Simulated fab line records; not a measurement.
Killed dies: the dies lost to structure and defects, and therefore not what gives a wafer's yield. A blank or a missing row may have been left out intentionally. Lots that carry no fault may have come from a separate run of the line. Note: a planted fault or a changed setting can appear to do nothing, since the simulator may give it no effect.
A single fault, viewed from 2 desks ; flow gf180mcu ; only its own numbers are on each desk; what lay behind them is given at the end

FOR THE TOOL OWNER'S DESK: lithoTrack-04
The tool's own readings at GF_VT_IMPLANT_SOFTBAKE_14 (time 60 s): means of the sampled wafers that have a number, for each lot that ran on this tool. Any lot whose mean is over 4 standard deviations away from the usual mean is out of limits and marked OUT; that distance is given in the brackets.
Columns: A = runLengthS at GF_VT_IMPLANT_SOFTBAKE_14, usual 89.0 s
lot;first seen here;A
L446;day 6 10:20;88.6
L452;day 7 22:52;88.7
L453;day 8 05:44;97.1 (+26) OUT
L455;day 8 18:52;97.0 (+26) OUT
L466;day 11 14:50;88.8
L467;day 11 22:12;88.7
This desk finds L453, L455 out of limits, L453 being first, at day 8 05:44 (runLengthS at GF_VT_IMPLANT_SOFTBAKE_14). L446, L452, L466, L467 stayed within limits.

AT THE METROLOGY DESK
Means of the sampled wafers that have a number, per lot and without regard to the tool the lot ran on: this is what the gauges read. Any lot whose mean is over 4 standard deviations away from the usual mean is out of limits and marked OUT; that distance is given in the brackets.
Columns: A = STI_CVD_03_THK at GF_STI_THK_MEAS_04, usual 207.1 nm; B = SALICIDE_TIN_RS at GF_SALICIDE_RS_MEAS_04, usual 16.4 ohm/sq; C = CONTACT_CVD_02_THK at GF_CONTACT_THK_MEAS_03, usual 859 nm
lot;first seen here;A;B;C
L445;day 1 18:34;208.8;16.6;869
L446;day 1 23:34;206.3;16.2;861
L447;day 2 06:31;205.6;16.5;855
L448;day 2 09:34;207.3;16.2;846
L449;day 2 14:34;208.8;16.7;863
L452;day 3 05:35;206.8;16.6;867
L453;day 3 10:34;207.0;15.9;855
L455;day 3 21:11;207.9;16.4;881
L457;day 4 09:07;207.7;16.1;852
L463;day 5 13:53;207.5;16.8;865
L464;day 5 18:05;209.8;16.1;874
L465;day 5 23:29;204.1;16.2;860
L466;day 6 03:34;204.7;16.6;852
L467;day 6 10:53;206.8;16.2;859
This desk's verdict: no lot among the 14 shows anything out of limits.

BROUGHT TOGETHER
The tool owner's desk had the chance to raise an alarm at day 8 05:44 on L453, L455.
The metrology desk saw nothing out of limits.
The metrology desk has L453, L455 on record, within its limits.
GF_VT_IMPLANT_SOFTBAKE_14 was run on lithoTrack-04 by each of the lots named.

WHAT THE SIMULATOR HAD INSERTED
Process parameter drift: lithoTrack-04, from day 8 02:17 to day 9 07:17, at GF_VT_IMPLANT_SOFTBAKE_14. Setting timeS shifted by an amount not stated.
Shown lots that were struck: L453, L455.
Delay in hours, fault start to first out-of-limits reading, by desk: the tool owner's desk at 3.
